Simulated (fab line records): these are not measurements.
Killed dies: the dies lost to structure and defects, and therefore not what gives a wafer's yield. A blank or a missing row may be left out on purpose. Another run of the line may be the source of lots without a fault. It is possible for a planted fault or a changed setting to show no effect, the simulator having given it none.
Comparing a struck lot with a sound one :: flow sky130 :: 38 out of 708 route steps
Sound: wafers L453.1, L453.5, L453.6. The struck wafers were L462.2, L462.3, L462.4. At the end, the cause is stated.
Each step with rows lists, per side, the tool, then ch with its chambers, then its first start. Under that, the readings that differ: sound wafers :: struck wafers :: difference of the means :: sigmas: that difference in standard deviations of wafers without a fault.
alike: same words and numbers on both sides, and readings whose means sit less than 2 such deviations apart. not compared: any withheld reading, any reading some wafer has no value for, any bound like >300 that may hide the same value, and any number with overlapping values for which the record gives no deviation.
The two part at a step that has a row with sigmas, a row that says differs or no value, or rows on one side only. Numbers that don't overlap but have no deviation are shown without sigmas and don't part them. A reading that every wafer of one side lacks parts them only if that side has two wafers or more.

first, 9 steps without rows for these wafers: SKY_VIA3_SPUTTER_20 (material TiN, target thk 20 nm, time 80 s); SKY_VIA3_CVD_21 (deposits W, target thk 390 nm, time 117.31 s); SKY_VIA3_CMP_24 (polishes, stops on SiO2, t overpolish 20 s, target thk 0 nm); SKY_METAL4_SPUTTER_00 (material Ti, target thk 15 nm, time 10 s); SKY_METAL4_SPUTTER_01 (material TiN, target thk 20 nm, time 16.7 s); SKY_METAL4_SPUTTER_02 (material AlCu, target thk 735 nm, time 39.1 s); SKY_METAL4_SPUTTER_03 (material Ti, target thk 5 nm, time 3.3 s); SKY_METAL4_SPUTTER_04 (material TiN, target thk 70 nm, time 58.3 s); SKY_CAP2M_CVD_00 (deposits SiO2, target thk 15.5 nm).
SKY_CAP2M_SPUTTER_02: material TiN, target thk 200 nm, time 166.7 s.
  struck on pvd-sputter-01, day 44 08:31; sound on pvd-sputter-01, day 41 23:10
reading: substrate-temp-c (C)
sound: 300.63 300.09 300.17
struck: 299.59 299.76 299.68
difference: -0.62
sigmas: -3

reading: model.TiN_of_CAP2M_SPUTTER_02.thk-nm (nm)
sound: 200.9 201.1 199.7
struck: 213.2 212.2 211.5
difference: +11.7
sigmas: 
  alike: throttle-valve-pct
SKY_CAP2M_RS_MEAS_03: a four-point-probe measurement.
  struck on film-metro-04, day 44 08:38; sound on film-metro-04, day 41 23:16
reading: CAP2M_TIN_RS (ohm/sq)
sound: 6.88 6.88 6.91
struck: 6.48 6.50 6.52
difference: -0.39
sigmas: -6
SKY_CAP2M_THK_MEAS_04: measures by xrf.
  struck on film-metro-04, day 44 08:45; sound on film-metro-04, day 41 23:23
reading: CAP2M_TIN_THK (nm)
sound: 203.2 203.6 202.3
struck: 215.0 214.0 214.8
difference: +11.6
sigmas: +6
then, 7 steps without rows for these wafers: SKY_CAP2M_DEHYDRATE_05 (time 60 s); SKY_CAP2M_HMDS_06 (prime time 60 s); SKY_CAP2M_COAT_07 (resist thk 1140 nm); SKY_CAP2M_SOFTBAKE_08 (time 60 s); SKY_CAP2M_EXPOSE_09 (exposes mask CAP2M, target cd 1000 nm); SKY_CAP2M_PEB_10; SKY_CAP2M_DEVELOP_11 (develop time 60 s).
SKY_CAP2M_METAL_ETCH_13: etches TiN in Cl2/BCl3, stops on SiO2, target depth 220 nm, time 62.9 s.
  sound on rie-metal-03 ch 0,1, day 42 22:34; struck on rie-metal-01 ch 0,1, day 45 06:13
reading: oes-product-au (a.u.)
sound: 0.941 0.943 0.945
struck: 0.985 0.977 0.978
difference: +0.037
sigmas: +6

reading: throttle-valve-pct (%)
sound: 21.903 21.915 21.896
struck: 21.875 21.874 21.888
difference: -0.026
sigmas: -3
  alike: drypump-motor-current-A, he-backside-leak-sccm
  not compared: rf-hours-counter-h
then, 16 steps without rows for these wafers: SKY_CAP2M_STRIP_14 (strips in O2/N2); SKY_CAP2M_STRIP_15 (strips in post etch residue remover, time 1200 s); SKY_CAP2M_CLEAN_16 (cleans in IPA, time 180 s); SKY_CAP2M_CLEAN_17 (cleans in O3/DIW); SKY_METAL4_DEHYDRATE_05 (time 60 s); SKY_METAL4_HMDS_06 (prime time 60 s); SKY_METAL4_COAT_07 (resist thk 60 nm); SKY_METAL4_COAT_08 (resist thk 1140 nm); SKY_METAL4_SOFTBAKE_09 (time 90 s); SKY_METAL4_EXPOSE_10 (exposes mask MM4, target cd 300 nm); SKY_METAL4_PEB_11; SKY_METAL4_DEVELOP_12 (develop time 60 s); SKY_METAL4_DESCUM_15 (chemistry O2, time 8 s); SKY_METAL4_ETCH_16 (etches BARC in N2/H2, stops on SiO2, time 88.2 s, target depth 60 nm); SKY_METAL4_ETCH_17 (etches SiO2 in C4F8/O2/Ar, stops on TiN, time 3.9 s, target depth 15 nm); SKY_METAL4_METAL_ETCH_18 (etches the open film in Cl2/BCl3, stops on SiO2, target depth 845 nm, time 183.1 s).
SKY_METAL4_STRIP_20: strips in post etch residue remover, time 1200 s.
  sound on wet-bench-02 ch 1, day 43 22:38; struck on wet-bench-04 ch 3, day 46 04:11
reading: model.TiN_of_CAP2M_SPUTTER_02.thk-nm (nm)
sound: 200.1 200.2 198.9
struck: 212.4 211.3 210.6
difference: +11.7
sigmas: 
  alike: temp-c
-- the record jumps here: 3 days lie between the struck wafers' starts before and after (it left off in module METAL4 and takes up again in module PAD_OPEN, whose first step shown is number 708 of the route) --
SKY_PAD_OPEN_PROBE_99:
  struck on prober-02, day 49 13:46; sound on prober-01, day 47 15:55
reading: model.etest.cap-mim2.plate-ohm-sq
sound: 5.925 5.985 5.995
struck: 5.703 5.705 5.708
difference: -0.263
sigmas: 
  alike: defect-limited-yield, killed_at_M0_to_M3, killed_at_M4_up, killed-at-contacts, killed-at-front-end, killed-at-other, killed-dies, killed-open, killed-short, sort_bin_3_pad_short, sort_bin_5_function, sort_bin_6_memory, sort-n-pass, sort-yield-pct

## WHERE THEY PART
At SKY_CAP2M_SPUTTER_02 first; at SKY_CAP2M_METAL_ETCH_13 last (within this record only). Later steps at which nothing parts them and some readings are alike: SKY_METAL4_STRIP_20, SKY_PAD_OPEN_PROBE_99.

WHY: what the simulator had put in
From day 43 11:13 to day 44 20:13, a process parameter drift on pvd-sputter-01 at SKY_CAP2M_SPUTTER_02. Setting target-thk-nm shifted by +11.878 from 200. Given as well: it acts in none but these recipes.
